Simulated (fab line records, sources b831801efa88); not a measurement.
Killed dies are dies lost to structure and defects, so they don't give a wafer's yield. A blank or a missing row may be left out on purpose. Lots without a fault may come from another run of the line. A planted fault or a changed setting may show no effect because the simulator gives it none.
One fault seen from 2 desks | flow sky130 | each desk has only its own numbers; what lay behind them comes last

THE TOOL OWNER'S DESK: implanter-01
The tool's own readings at SKY_PWDE_IMPLANT_08: means of the sampled wafers that have a number, for each lot that ran on this tool. A lot is out of limits, marked OUT, if its mean lies more than 4 standard deviations from the usual mean; the brackets give that distance.
Columns: A = beam_energy_keV at SKY_PWDE_IMPLANT_08, usual 150.01
lot  | first seen here | A
L487 | day 3 18:41     | 150.04
L488 | day 4 01:26     | 149.99
L497 | day 6 04:07     | 150.01
L505 | day 8 09:29     | 186.22 (+99 or more) OUT
L506 | day 8 11:38     | 186.19 (+99 or more) OUT
This desk's finding: out of limits on L505, L506; first on L505, day 8 09:29 (beam_energy_keV at SKY_PWDE_IMPLANT_08). In limits: L487, L488, L497.

THE METROLOGY DESK
What the gauges read, lot by lot, whatever tool the lot ran on: means of the sampled wafers that have a number. A lot is out of limits, marked OUT, if its mean lies more than 4 standard deviations from the usual mean; the brackets give that distance.
Columns: A = NWELL_00_OVL at SKY_NWELL_OVL_MEAS_10, usual 0.1 nm; B = PWDE_RS at SKY_NWELL_RS_MEAS_31, usual 5276 ohm/sq
lot  | first seen here | A    | B
L487 | day 4 11:34     | 0.8  | 5288
L488 | day 4 17:44     | 0.7  | 5287
L489 | day 5 00:26     | -2.8 | 5244
L491 | day 5 10:28     | 0.7  | 5269
L495 | day 6 12:05     | 1.4  | 5295
L497 | day 6 22:42     | 0.7  | 5253
L504 | day 8 23:06     | -0.0 | 5273
L505 | day 9 06:40     | -2.3 | 5210 (-4.1) OUT
L506 | day 9 09:39     | -1.5 | 5212 (-4.0) OUT
L507 | day 9 15:52     | 2.6  | 5273
L510 | day 10 02:52    | -1.7 | 5281
This desk's finding: out of limits on L505, L506; first on L505, day 10 05:44 (PWDE_RS at SKY_NWELL_RS_MEAS_31). In limits: L487, L488, L489, L491, L495, L497, L504, L507, L510.

PUT TOGETHER
The tool owner's desk could have raised an alarm at day 8 09:29, on L505, L506.
The metrology desk could have raised an alarm at day 10 05:44, on L505, L506.
Of the lots named, all ran SKY_PWDE_IMPLANT_08 on implanter-01.

WHAT THE SIMULATOR HAD PUT IN
Process parameter drift: implanter-01, from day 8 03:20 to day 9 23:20, at SKY_PWDE_IMPLANT_08. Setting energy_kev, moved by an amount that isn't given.
Lots struck among those shown: L505, L506.
Hours from the fault's start to each desk's first reading out of limits: the tool owner's desk, 6; the metrology desk, 50.
